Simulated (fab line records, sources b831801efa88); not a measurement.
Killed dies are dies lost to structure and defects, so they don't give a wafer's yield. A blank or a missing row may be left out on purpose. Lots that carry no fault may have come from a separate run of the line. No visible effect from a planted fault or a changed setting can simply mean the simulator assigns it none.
Problem report in the 8D (eight disciplines) form, filled by code | flow sky130 | the parts of the form that need people (team, actions taken, sign-off) are left out

== 1. WHAT WENT WRONG ==
oes-product-au at SKY_LI_CONTACT_ETCH_15 reads a mean of 0.791 a.u. on 1 wafer of 1 lot; wafers without a fault read 0.836 a.u. with a standard deviation of 0.0049. That puts it -9.2 standard deviations away from the usual mean.
The step: etches PSG in C4F8/O2/Ar, stops on Si, target depth 600 nm.
The first sign was on wafer L110.1 at day 34 18:56, on rie-diel-03. Wafers with a number at this step in the record: 36, from 12 lots. By rule, "out" or "out of limits" means more than 4 standard deviations away from the usual mean. All remaining wafers that have a number are taken as sound.

== 2. WHAT IT IS AND WHAT IT IS NOT ==
question                    | is                | is not
which readings at this step | oes-product-au    | bias-w, rf-fwd-power-W
which lots                  | L110              | L100, L101, L102, L103, L114, L116, L993, L994, L995, L997, L999
which wafers of those lots  | L110.1            | L110.2, L110.4
read on which tools         | rie-diel-03       | rie-diel-01, rie-diel-04
when                        | from day 34 18:56 | up to then (29 sound wafers); but 6 sound wafers of L114, L116 came after

== 3. THE SUSPECTS, EACH WITH WHAT RULES IT OUT ==
Counting: any tool at a process step up to the reading remains a suspect provided it ran every lot that is out. Sound lots after the first of them don't rule it out here, since some wafers of a struck lot are sound.
- cmp-01 at SKY_LI_CONTACT_CMP_02 (polishes PSG): kept. It ran the lot that is out, L110 (day 33 16:02); its last sound lot up to then is L102 (day 31 10:19).
- rie-diel-03 at SKY_LI_CONTACT_ETCH_15 (etches PSG in C4F8/O2/Ar, stops on Si, target depth 600 nm): kept. It ran the lot that is out, L110 (day 34 18:56); its last sound lot up to then is L103 (day 32 13:05). On those wafers its own readings are out: oes-product-au.
- In cmp-01 at SKY_LI_CONTACT_CMP_02, the wafers that are out were processed in chamber 1 and their sound lot-mates in chambers 0, 3.
The count leaves rie-diel-03 at SKY_LI_CONTACT_ETCH_15 and cmp-01 at SKY_LI_CONTACT_CMP_02.

== 4. THE CAUSE (what the simulator had put in) ==
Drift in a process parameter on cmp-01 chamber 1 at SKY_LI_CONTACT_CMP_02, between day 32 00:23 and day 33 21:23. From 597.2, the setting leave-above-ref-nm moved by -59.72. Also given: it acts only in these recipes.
Counting left 2 suspects, and this tool is among them.

== 5. SEQUENCE OF EFFECTS, ordered by route ==
Each row: a reading whose mean over the struck wafers that have a number lies more than 3 standard deviations from the usual. Only readings for which the record gives a usual standard deviation are gone through. hours: the time from each lot's start at the first step in this table that gives one to its start at this step, as a median over the lots. sigmas: the change in usual standard deviations.
hours | step                   | reading            | usual      | on struck wafers | change | sigmas
0     | SKY_LI_CONTACT_CMP_02  | time-to-endpoint-s | 33 s       | 44               | +11    | +3.5
27    | SKY_LI_CONTACT_ETCH_15 | oes-product-au     | 0.836 a.u. | 0.791            | -0.045 | -9.2
Here are the process steps it includes:
- SKY_LI_CONTACT_CMP_02: polishes PSG.
- SKY_LI_CONTACT_ETCH_15: etches PSG in C4F8/O2/Ar, stops on Si, target depth 600 nm.
At these later measuring or inspecting steps, every struck wafer for which the step has a row has a number for every such reading, and none has moved that far: SKY_LI_CONTACT_RS_MEAS_22.

== 6. HOW IT WOULD HAVE BEEN CAUGHT EARLIER ==
67 hours passed between the start of the fault at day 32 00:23 and the first reading out of limits in this record, taken at day 34 18:56.
Of the tool readings at SKY_LI_CONTACT_CMP_02 for which the record gives a usual standard deviation, none was out on any struck wafer, so an alarm limit of 4 standard deviations on them would not have fired.
All the lots that are out (1) had begun SKY_LI_CONTACT_CMP_02 on cmp-01 by day 34 18:56. None of them would have been spared by holding the tool at that moment.
